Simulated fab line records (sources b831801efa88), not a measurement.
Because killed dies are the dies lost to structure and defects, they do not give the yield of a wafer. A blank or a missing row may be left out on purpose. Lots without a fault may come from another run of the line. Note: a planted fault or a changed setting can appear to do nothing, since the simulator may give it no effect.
Which tool did it? -- flow gf180mcu -- Sampling: 13 lots, 39 wafers, 4 of 602 route steps

== WHAT EACH GAUGE READ, for each wafer ==
GF_PASSIVATION_THK_MEAS_01. Usual: for PASSIVATION_CVD_00_THK the level is 1000 nm and the standard deviation is 12.
lot,measured,on,PASSIVATION_CVD_00_THK (nm),flag
L738,day 28 02:32,film_metro-01,998 1024 1004,
L737,day 28 02:56,film_metro-01,987 1013 1011,
L740,day 28 20:15,film_metro-04,999 1017 1014,
L741,day 29 00:08,film_metro-03,1009 1020 1024,
L748,day 31 10:53,film_metro-01,972 999 1014,
L749,day 31 19:03,film_metro-03,982 988 1000,
L750,day 32 01:28,film_metro-01,985 992 992,
L751,day 32 07:17,film_metro-04,996 992 1006,
L753,day 32 11:43,film_metro-01,989 1011 1005,
L757,day 33 20:31,film_metro-01,985 998 1003,
L759,day 34 03:07,film_metro-03,988 1007 1005,
L758,day 34 03:07,film_metro-01,991 996 997,
L760,day 34 18:43,film_metro-01,982 994 1010,

== TOOL THAT RAN EACH LOT (tool first, then ch and the chambers of the sampled wafers, then the start) ==
lot,GF_M2_SPUTTER_01,GF_TOP_METAL_SPUTTER_02,GF_PASSIVATION_CVD_00
L738,"pvd_sputter-03, day 18 05:23","pvd_sputter-03, day 27 05:10","pecvd-04 ch 0,2, day 28 02:27"
L737,"pvd_sputter-02, day 18 06:11","pvd_sputter-02, day 27 06:06","pecvd-02 ch 0,1, day 28 02:50"
L740,"pvd_sputter-01, day 18 23:54","pvd_sputter-03, day 27 23:22","pecvd-02 ch 0,1, day 28 20:10"
L741,"pvd_sputter-01, day 19 06:37","pvd_sputter-03, day 28 02:58","pecvd-02 ch 0,1,2, day 29 00:04"
L748,"pvd_sputter-02, day 22 12:02","pvd_sputter-01, day 30 16:14","pecvd-04 ch 0,1, day 31 10:48"
L749,"pvd_sputter-02, day 22 19:23","pvd_sputter-03, day 30 23:53","pecvd-04 ch 0,2, day 31 18:58"
L750,"pvd_sputter-02, day 23 05:05","pvd_sputter-03, day 31 07:14","pecvd-01 ch 0,2, day 32 01:23"
L751,"pvd_sputter-03, day 23 12:44","pvd_sputter-01, day 31 13:06","pecvd-01 ch 0,1, day 32 07:11"
L753,"pvd_sputter-01, day 23 18:13","pvd_sputter-01, day 31 17:35","pecvd-02 ch 1,2, day 32 11:35"
L757,"pvd_sputter-01, day 25 13:15","pvd_sputter-01, day 33 03:52","pecvd-04 ch 0,2, day 33 20:26"
L759,"pvd_sputter-03, day 25 22:48","pvd_sputter-01, day 33 10:19","pecvd-01 ch 0,2, day 34 03:01"
L758,"pvd_sputter-03, day 26 00:16","pvd_sputter-03, day 33 10:54","pecvd-02 ch 1,2, day 34 03:02"
L760,"pvd_sputter-02, day 26 19:28","pvd_sputter-02, day 34 02:45","pecvd-04 ch 0,1, day 34 18:38"
- GF_M2_SPUTTER_01: material TiN, target thk 30 nm, time 25 s.
- GF_TOP_METAL_SPUTTER_02: material AlCu, target thk 900 nm, time 47.82 s.
- GF_PASSIVATION_CVD_00: deposits SiO2 from TEOS, target thk 1000 nm, time 111.95 s.

== AS READ BY THE TOOLS THEMSELVES (means over the sampled wafers that have a number; for cases with no such wafer, the mark the record gives instead) ==
GF_M2_SPUTTER_01. Usual: throttle_valve_pct reads 29.3 % (standard deviation 1.2).
lot,tool,throttle_valve_pct (%),flag
L738,pvd_sputter-03,28.5,
L737,pvd_sputter-02,29.3,
L740,pvd_sputter-01,30.3,
L741,pvd_sputter-01,29.9,
L748,pvd_sputter-02,30.5,
L749,pvd_sputter-02,29.0,
L750,pvd_sputter-02,29.1,
L751,pvd_sputter-03,28.2,
L753,pvd_sputter-01,29.3,
L757,pvd_sputter-01,30.3,
L759,pvd_sputter-03,28.2,
L758,pvd_sputter-03,28.0,
L760,pvd_sputter-02,28.8,

GF_TOP_METAL_SPUTTER_02. Usual: throttle_valve_pct reads 29.3 % (standard deviation 1.2).
lot,tool,throttle_valve_pct (%),flag
L738,pvd_sputter-03,28.0,
L737,pvd_sputter-02,29.4,
L740,pvd_sputter-03,28.8,
L741,pvd_sputter-03,27.9,
L748,pvd_sputter-01,29.7,
L749,pvd_sputter-03,29.0,
L750,pvd_sputter-03,28.6,
L751,pvd_sputter-01,29.7,
L753,pvd_sputter-01,30.1,
L757,pvd_sputter-01,31.3,
L759,pvd_sputter-01,29.8,
L758,pvd_sputter-03,28.3,
L760,pvd_sputter-02,29.1,

GF_PASSIVATION_CVD_00. Usual: heater_power_outer_w 357 W, standard deviation 68; heater_power_w 616 W, standard deviation 93.
lot,tool,heater_power_outer_w (W),heater_power_w (W),flag
L738,pecvd-04,296,545,
L737,pecvd-02,361,615,
L740,pecvd-02,386,702,
L741,pecvd-02,374,641,
L748,pecvd-04,344,604,
L749,pecvd-04,259,490,
L750,pecvd-01,363,615,
L751,pecvd-01,321,560,
L753,pecvd-02,411,645,
L757,pecvd-04,302,551,
L759,pecvd-01,406,665,
L758,pecvd-02,379,603,
L760,pecvd-04,362,632,

== THE ANSWER, worked out from the rows above alone ==
Rule: a lot counts as off when the mean over its wafers that have a number is more than 3 standard deviations away from the usual mean. A lot without any number at a reading at which 4 lots or more have one is off too. All remaining lots with rows at the step are treated as sound. After the gauges, taken in route order, come the tools' own readings; for these a lot's mean is taken, as printed above. The first step at which some lot is off is used, and at that step the reading that is off furthest; a lot without a number counts as furthest.
Nothing can be told from this: no lot is off at any reading shown.

== WHAT THE SIMULATOR PUT IN ==
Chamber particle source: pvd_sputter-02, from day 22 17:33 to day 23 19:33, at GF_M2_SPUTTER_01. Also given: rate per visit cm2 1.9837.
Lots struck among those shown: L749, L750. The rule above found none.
